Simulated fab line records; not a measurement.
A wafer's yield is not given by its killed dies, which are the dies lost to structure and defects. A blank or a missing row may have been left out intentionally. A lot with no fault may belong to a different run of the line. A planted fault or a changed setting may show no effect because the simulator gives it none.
fab line records	flow sky130
[record] lots = 14	wafers = 42	lastDay = 49
route steps=708 shown FIELD_ISO@15 DNWELL@35 NWELL@68 PAD_OPEN@708
lots with no fault: from the same line, run without faults
startH: the number of hours between the record's first day and the start of the first shown wafer of the lot	waitH: time in hours since the lot's previous step	" as in the row above	L1.1+2: a row that stands for several wafers	- no value, or no start given	* or withheld: withheld	< > ~ a bound
route shown NAME@n: names a module that has steps shown in the file, with the first one's number in the route	usual: average and standard deviation across the fault-free wafers	same: alike in all rows	chamber/n: place in a boat	sites: readings site by site	_std_site: standard deviation across them	_edge_site: the outer-site mean with the inner-site mean subtracted	radiusMm: how far each site lies from the wafer's centre	mask NAME#n: copy n	behind: the tool/chamber that last shaped the wafer	hold: what put the lot on hold/how long, in hours/how the hold closed	device: the n, p or np transistor that did not switch	end of line: the route-end tests of the same wafers	a step with no rows: only its recipe	killed: at the first sort, the dies lost to defects and structure; wafer yield is something else	map: per-die view of a wafer (x killed, . not killed, _ where there is no die)
set.NAME: the run value of the setting; set.NAME@STEP: its run value at that earlier step	model.NAME: the simulator's own value behind a step, which no gauge read
the route's steps for a sample of lots (tables are steps, rows are wafers)
services: a tool's chamber out of use, with start hour (startH, from the record's first day; less than 0 if before it), hours out, and reason
[[steps]]
[step SKY_FIELD_ISO_ETCH_14]
[recipe] chemistry = N2/H2	target = BARC	ionEnergyEv = 200	sourceW = 500	biasW = 100	pressureMtorr = 30	n2FlowSccm = 100	h2FlowSccm = 200	stopOn = SiO2	timeS = 45.9	targetDepthA = 600
[usual] drypumpMotorCurrentA = 5.7/0.49	h2FlowSccm = 199.9/0.56	oesProductAu = 0.855/0.005	throttleValvePct = 13.225/0.0083
[same] timeS = 45.9
lot.wafer	tool	chamber	startH	waitH	drypumpMotorCurrentA	h2FlowSccm	oesProductAu	rfHoursCounterH	throttleValvePct
L418.1	rieDiel-03	2	30.21	0.1	5.7	199.8	0.860	125	13.220
L418.2	"	1	"	"	5.0	199.4	0.860	2	13.235
L418.5	"	1	"	"	5.0	199.3	0.856	-	13.221
L419.3	rieDiel-04	2	33.06	0.1	6.4	199.1	0.852	2	13.235
L419.5	"	1	"	"	5.6	199.9	0.857	-	13.235
L419.6	"	0	"	"	6.2	200.1	0.850	-	13.222
L420.1	rieDiel-03	0	41.07	0.1	5.1	199.5	0.855	107	13.211
L420.3	"	1	"	"	5.0	199.7	0.851	2	13.225
L420.4	"	2	"	"	5.8	200.0	0.846	125	13.220
L421.2	rieDiel-01	2	43.61	0.1	6.1	199.3	0.849	4	13.226
L421.4	"	1	"	"	5.2	200.4	0.856	100	13.231
L421.6	"	3	"	"	5.8	200.4	0.856	-	13.231
L423.4	rieDiel-01	0	54.66	0.0	6.5	200.6	0.856	80	13.214
L423.5	"	1	"	"	5.2	200.0	0.857	-	13.245
L423.6	"	0	"	"	6.6	200.5	0.856	-	13.246
L424.3	rieDiel-04	3	59.24	0.1	5.9	200.2	0.863	7	13.227
L424.4	"	2	"	"	6.4	199.1	0.848	3	13.230
L424.6	"	3	"	"	5.9	199.9	0.864	-	13.223
L426.2	rieDiel-03	0	70.94	0.1	5.1	200.4	0.845	107	13.212
L426.4	"	1	"	"	5.0	199.9	0.854	3	13.223
L426.6	"	0	"	"	5.1	200.7	0.851	-	13.225
L427.1	rieDiel-04	2	74.11	0.1	6.4	200.7	0.865	3	13.227
L427.3	"	1	"	"	5.6	199.2	0.858	80	13.235
L427.4	"	3	"	"	5.8	200.7	0.849	8	13.214
L428.2	rieDiel-04	0	82.47	0.1	6.2	200.5	0.854	15	13.230
L428.3	"	2	"	"	6.4	201.0	0.859	3	13.219
L428.6	"	2	"	"	6.4	201.1	0.853	-	13.226
L432.1	rieDiel-03	2	101.51	0.1	5.8	200.3	0.852	127	13.235
L432.3	"	0	"	"	5.1	200.9	0.855	108	13.217
L432.6	"	1	"	"	5.0	199.7	0.863	-	13.228
L434.1	rieDiel-03	1	111.99	0.1	5.0	198.6	0.862	4	13.233
L434.4	"	3	"	"	5.3	200.0	0.849	96	13.218
L434.6	"	2	"	"	5.8	199.7	0.848	-	13.206
L435.4	rieDiel-03	1	117.24	0.0	5.0	199.9	0.849	4	13.211
L435.5	"	3	"	"	5.2	199.4	0.859	-	13.222
L435.6	"	2	"	"	5.8	199.6	0.848	-	13.224
L436.4	rieDiel-01	1	122.39	0.0	5.2	199.6	0.858	101	13.221
L436.5	"	0	"	"	6.5	200.8	0.855	-	13.226
L436.6	"	1	"	"	5.2	199.7	0.854	-	13.225
L437.3	rieDiel-01	3	130.14	0.1	5.8	200.4	0.856	5	13.225
L437.5	"	1	"	"	5.2	198.9	0.853	-	13.223
L437.6	"	0	"	"	6.5	200.0	0.857	-	13.223
[step SKY_DNWELL_DEHYDRATE_00]
[recipe] tempC = 200	timeS = 60
[usual] heaterPowerTotalW = 160.38/0.13
lot.wafer	tool	chamber	startH	waitH	heaterPowerTotalW
L418.1	lithoTrack-04	0	45.29	7.4	160.49
L418.2	"	0	"	"	160.40
L418.5	"	0	"	"	160.35
L419.3	lithoTrack-04	0	46.29	7.5	160.31
L419.5	"	0	"	"	160.54
L419.6	"	0	"	"	160.51
L420.1	lithoTrack-04	0	55.34	7.3	160.28
L420.3	"	0	"	"	160.59
L420.4	"	0	"	"	160.50
L421.2	lithoTrack-03	0	58.14	6.9	160.47
L421.4	"	0	"	"	160.35
L421.6	"	0	"	"	160.53
L423.4	lithoTrack-02	0	76.97	7.2	160.42
L423.5	"	0	"	"	160.24
L423.6	"	0	"	"	160.59
L424.3	lithoTrack-03	0	77.12	7.4	160.44
L424.4	"	0	"	"	160.21
L424.6	"	0	"	"	160.41
L426.2	lithoTrack-03	0	86.89	8.2	168.50
L426.4	"	0	"	"	168.09
L426.6	"	0	"	"	168.43
L427.1	lithoTrack-03	0	88.52	7.5	168.14
L427.3	"	0	"	"	168.03
L427.4	"	0	"	"	168.28
L428.2	lithoTrack-03	0	97.89	8.5	168.30
L428.3	"	0	"	"	168.38
L428.6	"	0	"	"	168.22
L432.1	lithoTrack-02	0	124.64	9.2	160.43
L432.3	"	0	"	"	160.56
L432.6	"	0	"	"	160.19
L434.1	lithoTrack-04	0	130.09	8.9	160.28
L434.4	"	0	"	"	160.56
L434.6	"	0	"	"	160.37
L435.4	lithoTrack-04	0	134.66	8.9	160.10
L435.5	"	0	"	"	160.38
L435.6	"	0	"	"	160.26
L436.4	lithoTrack-02	0	137.32	9.2	160.22
L436.5	"	0	"	"	160.61
L436.6	"	0	"	"	160.37
L437.3	lithoTrack-02	0	146.09	9.0	160.43
L437.5	"	0	"	"	160.33
L437.6	"	0	"	"	160.54
[step SKY_NWELL_TW_MEAS_15]
[usual] NWELL_TW = 1807/19
lot.wafer	tool	chamber	startH	waitH	NWELL_TW
L418.1	filmMetro-01	-	86.23	0.1	1826
L418.2	"	-	"	"	1822
L418.5	"	-	"	"	1824
L419.3	filmMetro-02	-	86.60	0.1	1779
L419.5	"	-	"	"	1776
L419.6	"	-	"	"	1775
L420.1	filmMetro-02	-	98.83	0.1	1781
L420.3	"	-	"	"	1775
L420.4	"	-	"	"	1764
L421.2	filmMetro-02	-	101.09	0.1	1780
L421.4	"	-	"	"	1770
L421.6	"	-	"	"	1773
L423.4	filmMetro-01	-	123.40	0.1	1812
L423.5	"	-	"	"	1821
L423.6	"	-	"	"	1821
L424.3	filmMetro-01	-	123.83	0.1	1824
L424.4	"	-	"	"	1815
L424.6	"	-	"	"	1819
L426.2	filmMetro-01	-	132.99	0.1	1823
L426.4	"	-	"	"	1815
L426.6	"	-	"	"	1828
L427.1	filmMetro-01	-	135.17	0.1	1826
L427.3	"	-	"	"	1829
L427.4	"	-	"	"	1822
L428.2	filmMetro-02	-	146.46	0.1	1780
L428.3	"	-	"	"	1794
L428.6	"	-	"	"	1784
L432.1	filmMetro-03	-	176.28	0.1	1811
L432.3	"	-	"	"	1809
L432.6	"	-	"	"	1807
L434.1	filmMetro-03	-	182.78	0.1	1801
L434.4	"	-	"	"	1800
L434.6	"	-	"	"	1798
L435.4	filmMetro-01	-	187.61	0.1	1822
L435.5	"	-	"	"	1810
L435.6	"	-	"	"	1800
L436.4	filmMetro-03	-	189.60	0.1	1804
L436.5	"	-	"	"	1801
L436.6	"	-	"	"	1806
L437.3	filmMetro-01	-	199.20	0.1	1825
L437.5	"	-	"	"	1819
L437.6	"	-	"	"	1825
[step SKY_NWELL_TW_MEAS_26]
[usual] NWELL_2_TW = 494/5
lot.wafer	tool	chamber	startH	waitH	NWELL_2_TW
L418.1	filmMetro-01	-	104.33	0.1	498
L418.2	"	-	"	"	497
L418.5	"	-	"	"	501
L419.3	filmMetro-02	-	104.49	0.1	482
L419.5	"	-	"	"	487
L419.6	"	-	"	"	483
L420.1	filmMetro-01	-	117.52	0.1	498
L420.3	"	-	"	"	498
L420.4	"	-	"	"	502
L421.2	filmMetro-01	-	119.19	0.1	499
L421.4	"	-	"	"	500
L421.6	"	-	"	"	498
L423.4	filmMetro-02	-	142.31	0.1	488
L423.5	"	-	"	"	488
L423.6	"	-	"	"	488
L424.3	filmMetro-01	-	142.85	0.1	494
L424.4	"	-	"	"	498
L424.6	"	-	"	"	495
L426.2	filmMetro-01	-	152.63	0.1	500
L426.4	"	-	"	"	500
L426.6	"	-	"	"	501
L427.1	filmMetro-01	-	155.53	0.1	500
L427.3	"	-	"	"	500
L427.4	"	-	"	"	499
L428.2	filmMetro-03	-	166.88	0.1	494
L428.3	"	-	"	"	495
L428.6	"	-	"	"	495
L432.1	filmMetro-01	-	198.03	0.1	495
L432.3	"	-	"	"	495
L432.6	"	-	"	"	498
L434.1	filmMetro-01	-	204.02	0.1	498
L434.4	"	-	"	"	499
L434.6	"	-	"	"	497
L435.4	filmMetro-03	-	209.46	0.1	493
L435.5	"	-	"	"	494
L435.6	"	-	"	"	496
L436.4	filmMetro-02	-	210.60	0.1	486
L436.5	"	-	"	"	489
L436.6	"	-	"	"	487
L437.3	filmMetro-03	-	221.50	0.1	496
L437.5	"	-	"	"	497
L437.6	"	-	"	"	496
[step SKY_PAD_OPEN_PROBE_99]
[usual] killed_at_M0_to_M3 = 43/6.8	killed_at_M4_up = 2.9/1.7	killedAtContacts = 24/5.4	killedAtFrontEnd = 15/4.8	killedAtOther = 0.3/0.57	killedDies = 85/9.4	killedOpen = 47/7.5	killedShort = 38/5.7
[same] grossDies = 492	killedAtBackSide = 0
lot.wafer	tool	chamber	startH	waitH	killed_at_M0_to_M3	killed_at_M4_up	killedAtContacts	killedAtFrontEnd	killedAtOther	killedDies	killedOpen	killedShort
L419.3	prober-01	-	1065.39	0.2	42	4	21	10	0	77	46	31
L419.5	prober-01	-	1065.49	0.2	35	1	32	7	0	75	42	33
L419.6	prober-01	-	1065.54	0.2	38	0	19	17	0	74	49	25
L418.1	prober-02	-	1070.34	0.1	52	0	31	13	0	96	49	47
L418.2	prober-02	-	1070.39	0.1	43	1	21	12	1	78	39	39
L418.5	prober-02	-	1070.54	0.2	45	0	32	10	0	87	52	35
L420.1	prober-01	-	1080.43	0.1	35	3	24	16	0	78	45	33
L420.3	prober-01	-	1080.53	0.2	42	4	26	11	2	85	44	41
L420.4	prober-01	-	1080.58	0.2	44	2	16	16	0	78	42	36
L421.2	prober-02	-	1084.74	0.1	39	5	24	19	0	87	48	39
L421.4	prober-02	-	1084.84	0.2	35	6	21	22	0	84	36	48
L421.6	prober-02	-	1084.94	0.2	48	3	21	24	0	96	53	43
L424.3	prober-02	-	1112.00	0.2	37	2	23	30	0	92	52	40
L424.4	prober-02	-	1112.05	0.2	42	2	22	9	0	75	42	33
L424.6	prober-02	-	1112.15	0.2	53	0	18	12	0	83	40	43
L423.4	prober-01	-	1113.96	0.2	50	2	21	12	0	85	56	29
L423.5	prober-01	-	1114.01	0.2	51	2	22	10	0	85	52	33
L423.6	prober-01	-	1114.06	0.2	67	7	22	15	0	111	65	46
L426.2	prober-01	-	1120.72	0.1	41	0	33	15	0	89	53	36
L426.4	prober-01	-	1120.82	0.2	46	1	30	12	0	89	44	45
L426.6	prober-01	-	1120.92	0.2	54	5	28	16	0	103	56	47
L427.1	prober-02	-	1126.15	0.1	45	3	21	23	0	92	51	41
L427.3	prober-02	-	1126.25	0.2	50	3	33	17	1	104	61	43
L427.4	prober-02	-	1126.30	0.2	26	4	22	23	1	76	33	43
L428.2	prober-01	-	1129.17	0.1	46	6	26	16	0	94	51	43
L428.3	prober-01	-	1129.22	0.2	44	5	31	14	0	94	51	43
L428.6	prober-01	-	1129.37	0.2	30	2	32	17	0	81	39	42
L432.1	prober-01	-	1154.72	0.1	50	4	22	14	1	91	56	35
L432.3	prober-01	-	1154.82	0.2	49	1	32	22	0	104	57	47
L432.6	prober-01	-	1154.97	0.2	44	1	23	10	1	79	46	33
L434.1	prober-02	-	1169.27	0.1	48	3	29	15	0	95	53	42
L434.4	prober-02	-	1169.42	0.2	38	2	29	16	0	85	43	42
L434.6	prober-02	-	1169.52	0.2	50	2	26	12	0	90	43	47
L435.4	prober-01	-	1169.33	0.2	40	0	18	17	1	76	43	33
L435.5	prober-01	-	1169.38	0.2	48	1	22	15	0	86	51	35
L435.6	prober-01	-	1169.43	0.2	43	2	23	12	1	81	43	38
L436.4	prober-01	-	1171.51	0.2	46	2	23	16	0	87	46	41
L436.5	prober-01	-	1171.56	0.2	39	2	16	15	0	72	39	33
L436.6	prober-01	-	1171.61	0.2	39	1	31	20	0	91	58	33
L437.3	prober-02	-	1173.32	0.2	31	1	19	5	0	56	29	27
L437.5	prober-02	-	1173.42	0.2	41	5	12	8	1	67	32	35
L437.6	prober-02	-	1173.47	0.2	37	4	23	10	1	75	43	32
// killed by level:class
L419.3 VIA1:geometricParticle:open=12 CONTACT:geometricParticle:open=8 VIA1:geometricParticle:short=6 VIA3:geometricParticle:open=6 FIELD_ISO:geometricParticle:open=5 LI_CONTACT:geometricParticle:open=5 LOCAL_INTERCONNECT:geometricParticle:short=4 METAL2:geometricParticle:short=4
L419.5 VIA3:geometricParticle:open=10 CONTACT:geometricParticle:open=9 LI_CONTACT:geometricParticle:open=6 LI_CONTACT:geometricParticle:short=6 VIA1:geometricParticle:open=6 LOCAL_INTERCONNECT:geometricParticle:short=5 METAL1:geometricParticle:short=5 CONTACT:geometricParticle:short=4
L419.6 VIA1:geometricParticle:open=18 POLY_GATE:geometricParticle:open=7 CONTACT:geometricParticle:open=6 LI_CONTACT:geometricParticle:open=5 CONTACT:geometricParticle:short=5 FIELD_ISO:geometricParticle:open=3 POLY_GATE:geometricParticle:short=3 METAL2:geometricParticle:short=3
L418.1 VIA1:geometricParticle:open=15 CONTACT:geometricParticle:open=12 CONTACT:geometricParticle:short=9 METAL3:geometricParticle:short=7 LOCAL_INTERCONNECT:geometricParticle:short=6 VIA1:geometricParticle:short=5 VIA2:geometricParticle:short=5 FIELD_ISO:geometricParticle:open=4
L418.2 CONTACT:geometricParticle:open=7 VIA1:geometricParticle:open=7 VIA3:geometricParticle:open=7 LI_CONTACT:geometricParticle:open=6 VIA1:geometricParticle:short=5 VIA2:geometricParticle:short=5 FIELD_ISO:geometricParticle:short=4 CONTACT:geometricParticle:short=4
L418.5 CONTACT:geometricParticle:open=16 VIA1:geometricParticle:open=12 VIA2:geometricParticle:open=10 METAL2:geometricParticle:short=6 CONTACT:geometricParticle:short=5 POLY_GATE:geometricParticle:short=4 LI_CONTACT:geometricParticle:short=4 VIA3:geometricParticle:open=4
L420.1 CONTACT:geometricParticle:open=11 VIA2:geometricParticle:open=8 VIA1:geometricParticle:open=6 FIELD_ISO:geometricParticle:short=5 POLY_GATE:geometricParticle:open=5 METAL1:geometricParticle:short=5 LI_CONTACT:geometricParticle:open=5 VIA3:geometricParticle:open=5
L420.3 LI_CONTACT:geometricParticle:open=10 CONTACT:geometricParticle:open=9 VIA2:geometricParticle:open=8 CONTACT:geometricParticle:short=6 METAL1:geometricParticle:short=6 VIA1:geometricParticle:open=5 METAL2:geometricParticle:short=5 FIELD_ISO:geometricParticle:short=4
L420.4 VIA2:geometricParticle:open=11 VIA1:geometricParticle:open=10 FIELD_ISO:geometricParticle:short=6 LI_CONTACT:geometricParticle:open=6 METAL2:geometricParticle:short=6 FIELD_ISO:geometricParticle:open=5 CONTACT:geometricParticle:open=4 VIA1:geometricParticle:short=4
L421.2 CONTACT:geometricParticle:open=12 METAL1:geometricParticle:short=7 METAL2:geometricParticle:short=7 LI_CONTACT:geometricParticle:open=6 FIELD_ISO:geometricParticle:open=5 POLY_GATE:geometricParticle:open=5 VIA2:geometricParticle:open=5 VIA3:geometricParticle:open=5
L421.4 POLY_GATE:geometricParticle:short=9 VIA1:geometricParticle:open=8 CONTACT:geometricParticle:open=8 METAL1:geometricParticle:short=8 METAL2:geometricParticle:short=6 VIA2:geometricParticle:open=6 FIELD_ISO:geometricParticle:short=5 CONTACT:geometricParticle:short=5
L421.6 CONTACT:geometricParticle:open=12 FIELD_ISO:geometricParticle:short=9 VIA3:geometricParticle:open=9 VIA1:geometricParticle:open=8 METAL2:geometricParticle:short=7 POLY_GATE:geometricParticle:open=6 FIELD_ISO:geometricParticle:open=5 VIA1:geometricParticle:short=5
L424.3 CONTACT:geometricParticle:open=13 VIA1:geometricParticle:open=10 FIELD_ISO:geometricParticle:open=7 POLY_GATE:geometricParticle:open=7 FIELD_ISO:geometricParticle:short=6 POLY_GATE:geometricParticle:short=6 METAL1:geometricParticle:short=5 CONTACT:geometricParticle:short=4
L424.4 VIA1:geometricParticle:open=11 LI_CONTACT:geometricParticle:open=8 CONTACT:geometricParticle:open=7 VIA3:geometricParticle:open=7 POLY_GATE:geometricParticle:short=4 VIA3:geometricParticle:short=4 LOCAL_INTERCONNECT:geometricParticle:short=4 VIA2:geometricParticle:open=4
L424.6 VIA1:geometricParticle:open=13 VIA1:geometricParticle:short=10 VIA3:geometricParticle:open=6 METAL1:geometricParticle:short=6 LOCAL_INTERCONNECT:geometricParticle:short=6 LI_CONTACT:geometricParticle:open=5 VIA2:geometricParticle:open=5 FIELD_ISO:geometricParticle:open=4
L423.4 VIA1:geometricParticle:open=16 CONTACT:geometricParticle:open=10 VIA2:geometricParticle:open=7 METAL1:geometricParticle:short=6 VIA3:geometricParticle:open=6 CONTACT:geometricParticle:short=5 POLY_GATE:geometricParticle:open=4 VIA3:geometricParticle:short=4
L423.5 VIA1:geometricParticle:open=17 CONTACT:geometricParticle:open=9 VIA3:geometricParticle:open=7 VIA2:geometricParticle:open=6 VIA2:geometricParticle:short=6 LOCAL_INTERCONNECT:geometricParticle:short=5 LI_CONTACT:geometricParticle:open=4 METAL1:geometricParticle:short=4
L423.6 VIA1:geometricParticle:open=25 VIA2:geometricParticle:open=9 VIA1:geometricParticle:short=9 VIA3:geometricParticle:open=9 CONTACT:geometricParticle:open=8 METAL4:geometricParticle:short=5 POLY_GATE:geometricParticle:open=4 LOCAL_INTERCONNECT:geometricParticle:short=4
L426.2 CONTACT:geometricParticle:open=12 VIA1:geometricParticle:open=9 LI_CONTACT:geometricParticle:open=8 VIA3:geometricParticle:open=8 CONTACT:geometricParticle:short=7 POLY_GATE:geometricParticle:open=6 LI_CONTACT:geometricParticle:short=5 VIA1:geometricParticle:short=5
L426.4 LOCAL_INTERCONNECT:geometricParticle:short=9 CONTACT:geometricParticle:open=8 VIA1:geometricParticle:open=8 VIA3:geometricParticle:open=8 LI_CONTACT:geometricParticle:open=6 METAL2:geometricParticle:short=6 VIA2:geometricParticle:open=6 CONTACT:geometricParticle:short=5
L426.6 CONTACT:geometricParticle:open=13 VIA3:geometricParticle:open=12 METAL2:geometricParticle:short=9 VIA1:geometricParticle:open=8 FIELD_ISO:geometricParticle:open=6 LI_CONTACT:geometricParticle:open=6 METAL3:geometricParticle:short=6 METAL1:geometricParticle:short=5
L427.1 CONTACT:geometricParticle:open=9 VIA2:geometricParticle:open=9 VIA3:geometricParticle:open=8 VIA1:geometricParticle:open=7 METAL2:geometricParticle:short=6 FIELD_ISO:geometricParticle:open=5 POLY_GATE:geometricParticle:open=5 LOCAL_INTERCONNECT:geometricParticle:short=5
L427.3 CONTACT:geometricParticle:open=16 VIA1:geometricParticle:open=11 VIA3:geometricParticle:open=9 METAL2:geometricParticle:short=7 FIELD_ISO:geometricParticle:open=6 CONTACT:geometricParticle:short=6 VIA2:geometricParticle:open=6 LI_CONTACT:geometricParticle:open=5
L427.4 CONTACT:geometricParticle:open=8 FIELD_ISO:geometricParticle:short=6 LI_CONTACT:geometricParticle:open=6 POLY_GATE:geometricParticle:short=5 VIA2:geometricParticle:short=5 FIELD_ISO:geometricParticle:open=4 VIA2:geometricParticle:open=4 VIA1:geometricParticle:open=4
L428.2 LI_CONTACT:geometricParticle:open=8 VIA1:geometricParticle:open=8 VIA3:geometricParticle:open=7 CONTACT:geometricParticle:open=6 VIA2:geometricParticle:open=6 VIA1:geometricParticle:short=5 CONTACT:geometricParticle:short=5 POLY_GATE:geometricParticle:short=4
L428.3 LI_CONTACT:geometricParticle:open=11 VIA3:geometricParticle:open=11 CONTACT:geometricParticle:open=8 METAL1:geometricParticle:short=6 FIELD_ISO:geometricParticle:short=5 VIA1:geometricParticle:open=5 METAL2:geometricParticle:short=5 LI_CONTACT:geometricParticle:short=4
L428.6 CONTACT:geometricParticle:open=13 METAL1:geometricParticle:short=8 POLY_GATE:geometricParticle:short=6 LI_CONTACT:geometricParticle:open=6 LOCAL_INTERCONNECT:geometricParticle:short=6 VIA3:geometricParticle:open=5 FIELD_ISO:geometricParticle:short=4 VIA1:geometricParticle:open=4
L432.1 VIA1:geometricParticle:open=18 VIA3:geometricParticle:open=9 CONTACT:geometricParticle:open=8 METAL2:geometricParticle:short=7 FIELD_ISO:geometricParticle:short=5 POLY_GATE:geometricParticle:short=4 LI_CONTACT:geometricParticle:open=4 LOCAL_INTERCONNECT:geometricParticle:short=4
L432.3 VIA1:geometricParticle:open=12 LI_CONTACT:geometricParticle:open=9 VIA3:geometricParticle:open=8 FIELD_ISO:geometricParticle:open=6 FIELD_ISO:geometricParticle:short=6 CONTACT:geometricParticle:short=6 CONTACT:geometricParticle:open=6 LI_CONTACT:geometricParticle:short=5
L432.6 VIA1:geometricParticle:open=13 CONTACT:geometricParticle:open=9 METAL1:geometricParticle:short=6 LI_CONTACT:geometricParticle:open=5 VIA1:geometricParticle:short=5 VIA2:geometricParticle:open=5 FIELD_ISO:geometricParticle:open=4 LI_CONTACT:geometricParticle:short=4
L434.1 CONTACT:geometricParticle:open=14 VIA1:geometricParticle:open=11 METAL1:geometricParticle:short=8 CONTACT:geometricParticle:short=7 VIA2:geometricParticle:open=7 VIA1:geometricParticle:short=6 VIA3:geometricParticle:open=6 FIELD_ISO:geometricParticle:open=5
L435.4 VIA1:geometricParticle:open=11 CONTACT:geometricParticle:open=9 VIA2:geometricParticle:open=7 METAL2:geometricParticle:short=5 FIELD_ISO:geometricParticle:open=4 FIELD_ISO:geometricParticle:short=4 VIA1:geometricParticle:short=4 POLY_GATE:geometricParticle:open=3
L435.5 CONTACT:geometricParticle:open=10 VIA3:geometricParticle:open=10 VIA1:geometricParticle:open=8 VIA2:geometricParticle:open=8 LI_CONTACT:geometricParticle:open=6 FIELD_ISO:geometricParticle:short=5 METAL1:geometricParticle:short=5 VIA1:geometricParticle:short=4
L434.4 METAL1:geometricParticle:short=10 VIA3:geometricParticle:open=8 LI_CONTACT:geometricParticle:open=8 VIA1:geometricParticle:open=8 CONTACT:geometricParticle:open=7 CONTACT:geometricParticle:short=6 FIELD_ISO:geometricParticle:open=5 LI_CONTACT:geometricParticle:short=4
L435.6 VIA1:geometricParticle:open=12 CONTACT:geometricParticle:open=10 VIA1:geometricParticle:short=7 LI_CONTACT:geometricParticle:open=6 VIA2:geometricParticle:open=6 METAL2:geometricParticle:short=4 METAL3:geometricParticle:short=4 POLY_GATE:geometricParticle:short=3
L434.6 CONTACT:geometricParticle:open=8 VIA1:geometricParticle:open=8 METAL1:geometricParticle:short=7 LI_CONTACT:geometricParticle:open=7 VIA2:geometricParticle:open=7 CONTACT:geometricParticle:short=6 METAL2:geometricParticle:short=6 VIA1:geometricParticle:short=5
L436.4 CONTACT:geometricParticle:open=13 VIA1:geometricParticle:open=10 VIA1:geometricParticle:short=9 VIA3:geometricParticle:open=6 VIA2:geometricParticle:open=4 VIA2:geometricParticle:short=4 METAL2:geometricParticle:short=4 FIELD_ISO:geometricParticle:short=3
L436.5 VIA3:geometricParticle:open=9 FIELD_ISO:geometricParticle:short=6 LI_CONTACT:geometricParticle:open=6 VIA2:geometricParticle:open=6 VIA1:geometricParticle:short=5 METAL2:geometricParticle:open=5 LOCAL_INTERCONNECT:geometricParticle:short=4 CONTACT:geometricParticle:open=4
L436.6 CONTACT:geometricParticle:open=13 LI_CONTACT:geometricParticle:open=12 FIELD_ISO:geometricParticle:open=9 VIA1:geometricParticle:open=7 VIA3:geometricParticle:open=6 POLY_GATE:geometricParticle:open=5 METAL1:geometricParticle:short=5 VIA3:geometricParticle:short=5
L437.3 VIA1:geometricParticle:open=6 CONTACT:geometricParticle:open=6 VIA3:geometricParticle:open=6 LI_CONTACT:geometricParticle:short=4 LI_CONTACT:geometricParticle:open=4 CONTACT:geometricParticle:short=4 METAL1:geometricParticle:short=3 VIA1:geometricParticle:short=3
L437.5 VIA1:geometricParticle:open=14 METAL3:geometricParticle:short=5 METAL4:geometricParticle:short=5 LOCAL_INTERCONNECT:geometricParticle:short=4 CONTACT:geometricParticle:open=4 METAL1:geometricParticle:short=4 METAL2:geometricParticle:short=4 POLY_GATE:geometricParticle:open=3
L437.6 CONTACT:geometricParticle:open=12 VIA1:geometricParticle:open=9 VIA2:geometricParticle:open=7 VIA3:geometricParticle:open=6 LOCAL_INTERCONNECT:geometricParticle:short=5 LI_CONTACT:geometricParticle:open=4 VIA3:geometricParticle:short=4 METAL1:geometricParticle:short=4
[[services]]
tool	chamber	startH	hours	kind
rieDiel-04	2	84.99	2.5	repair
rieDiel-03	3	92.70	18.5	repair
rieDiel-04	1	93.88	12.0	repair
rieDiel-01	-	99.56	14.6	pm
rieDiel-04	1	122.86	12.3	repair
rieDiel-04	2	133.15	1.4	repair
[[key]]
[firstSign] step = SKY_DNWELL_DEHYDRATE_00	reading = heaterPowerTotalW	direction = up	sigmas = 62	usual = *	struck = *
effect none on later readings
metAt SKY_DNWELL_DEHYDRATE_00
struckLots L426,L427,L428
testerLeftOut L426,L427,L428
notActingAt SKY_FIELD_ISO_ETCH_14,SKY_NWELL_TW_MEAS_15,SKY_NWELL_TW_MEAS_26
onsetBetween 77.12 86.89
[fault] kind = processParameterDrift	tool = lithoTrack-03	chamber = -	onsetH = 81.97	steps = SKY_DNWELL_DEHYDRATE_00	channel = timeS	offset = *	shape = step	endH = 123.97	actsIn = *	stated = *
// testerLeftOut: of these lots the tester's yield and bins aren't shown, on N5 and GAA mostly nor the transistor test; their killed dies are dies lost to structure and defects alone, not to doping, threshold or leakage, so they don't give the yield
